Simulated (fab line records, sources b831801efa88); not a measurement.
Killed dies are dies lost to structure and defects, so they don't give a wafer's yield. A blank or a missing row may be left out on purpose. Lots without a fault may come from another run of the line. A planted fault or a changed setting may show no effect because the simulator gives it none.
A struck lot beside a sound one | flow sky130 | 15 steps out of a route of 708
Sound: wafers L667.1, L667.5, L667.6. Struck: wafer L660.5. (L660.3, L660.4 of the same lot were not struck and are left out.) The cause comes at the end.
At each step with rows: each side's tool, then ch and its chambers, then its first start. Under that, the readings that differ: sound wafers | struck wafers | difference of the means | sigmas: that difference in standard deviations of wafers without a fault.
alike: readings whose means differ by less than 2 such deviations, and words and numbers that are the same on both sides. not compared: withheld readings, readings that some wafer has no value for, bounds like >300 that may hide the same value, and numbers for which the record gives no deviation and whose values overlap.
The two part at a step that has a row with sigmas, a row that says differs or no value, or rows on one side only. Numbers that don't overlap but have no deviation are shown without sigmas and don't part them. A reading that every wafer of one side lacks parts them only if that side has two wafers or more.

SKY_VIA3_SPUTTER_20: material TiN, target thk 20 nm, time 80 s.
  sound on pvd_sputter-01, day 44 16:29; struck on pvd_sputter-02, day 42 17:02
  alike: chamber_pressure_pa, throttle_valve_pct
then, 1 step without rows for these wafers: SKY_VIA3_CVD_21 (deposits W, target thk 390 nm, time 117.31 s).
SKY_VIA3_RS_MEAS_22: measures by four-point-probe.
  sound on film_metro-02, day 44 16:40; struck on film_metro-01, day 42 17:16
  reading            | sound                | struck | difference | sigmas
  VIA3_W_RS (ohm/sq) | 0.2949 0.2985 0.2922 | 0.2891 | -0.0061    | -2
SKY_VIA3_THK_MEAS_23: measures by xrf.
  sound on film_metro-02, day 44 16:47; struck on film_metro-01, day 42 17:22
  reading         | sound       | struck | difference | sigmas
  VIA3_W_THK (nm) | 372 370 374 | 393    | +21        | +3
SKY_VIA3_CMP_24: polishes, stops on SiO2, t overpolish 20 s, target thk 0 nm.
  sound on cmp-01 ch 0,2,3, day 44 17:16; struck on cmp-01 ch 2, day 42 17:30
  alike: motor_current_A, overpolish_run_s, slurry_filter_dp_kPa, time_to_endpoint_s
then, 1 step without rows for these wafers: SKY_METAL4_SPUTTER_00 (material Ti, target thk 15 nm, time 10 s).
SKY_METAL4_SPUTTER_01: material TiN, target thk 20 nm, time 16.7 s.
  sound on pvd_sputter-02, day 44 17:29; struck on pvd_sputter-03, day 42 17:43
  alike: chamber_pressure_pa, throttle_valve_pct
SKY_METAL4_SPUTTER_02: material AlCu, target thk 735 nm, time 39.1 s.
  sound on pvd_sputter-02, day 44 17:31; struck on pvd_sputter-03, day 42 17:44
  alike: chamber_pressure_pa, throttle_valve_pct
SKY_METAL4_SPUTTER_03: material Ti, target thk 5 nm, time 3.3 s.
  sound on pvd_sputter-02, day 44 17:33; struck on pvd_sputter-03, day 42 17:47
  alike: chamber_pressure_pa, throttle_valve_pct
then, 2 steps without rows for these wafers: SKY_METAL4_SPUTTER_04 (material TiN, target thk 70 nm, time 58.3 s); SKY_CAP2M_CVD_00 (deposits SiO2, target thk 15.5 nm).
SKY_CAP2M_THK_MEAS_01:
  sound on film_metro-04, day 44 17:38; struck on film_metro-04, day 42 17:53
  alike: CAP2M_CVD_00_THK
SKY_CAP2M_SPUTTER_02: material TiN, target thk 200 nm, time 166.7 s.
  sound on pvd_sputter-04, day 44 17:42; struck on pvd_sputter-02, day 42 17:56
  reading                  | sound                | struck | difference | sigmas
  chamber_pressure_pa (Pa) | 0.4014 0.3999 0.3993 | 0.4137 | +0.0135    | +15
  alike: throttle_valve_pct
SKY_CAP2M_RS_MEAS_03: measures by four-point-probe.
  sound on film_metro-04, day 44 17:49; struck on film_metro-01, day 42 18:05
  alike: CAP2M_TIN_RS
-- the record jumps here: 6 days lie between the struck wafers' starts before and after (it left off in module CAP2M and takes up again in module PAD_OPEN, whose first step shown is number 708 of the route) --
SKY_PAD_OPEN_PROBE_99:
  sound on prober-01, day 50 01:38; struck on prober-02, day 48 12:55
  alike: defect_limited_yield, killed_at_M0_to_M3, killed_at_M4_up, killed_at_contacts, killed_at_front_end, killed_at_other, killed_dies, killed_on_rim, killed_open, killed_short, sort_bin_3_pad_short, sort_bin_5_function, sort_bin_6_memory, sort_n_pass, sort_yield_pct

WHERE THEY PART
First at SKY_VIA3_RS_MEAS_22; last, within this record, at SKY_CAP2M_SPUTTER_02. Later steps at which nothing parts them and some readings are alike: SKY_CAP2M_RS_MEAS_03, SKY_PAD_OPEN_PROBE_99.

WHY: what the simulator had put in
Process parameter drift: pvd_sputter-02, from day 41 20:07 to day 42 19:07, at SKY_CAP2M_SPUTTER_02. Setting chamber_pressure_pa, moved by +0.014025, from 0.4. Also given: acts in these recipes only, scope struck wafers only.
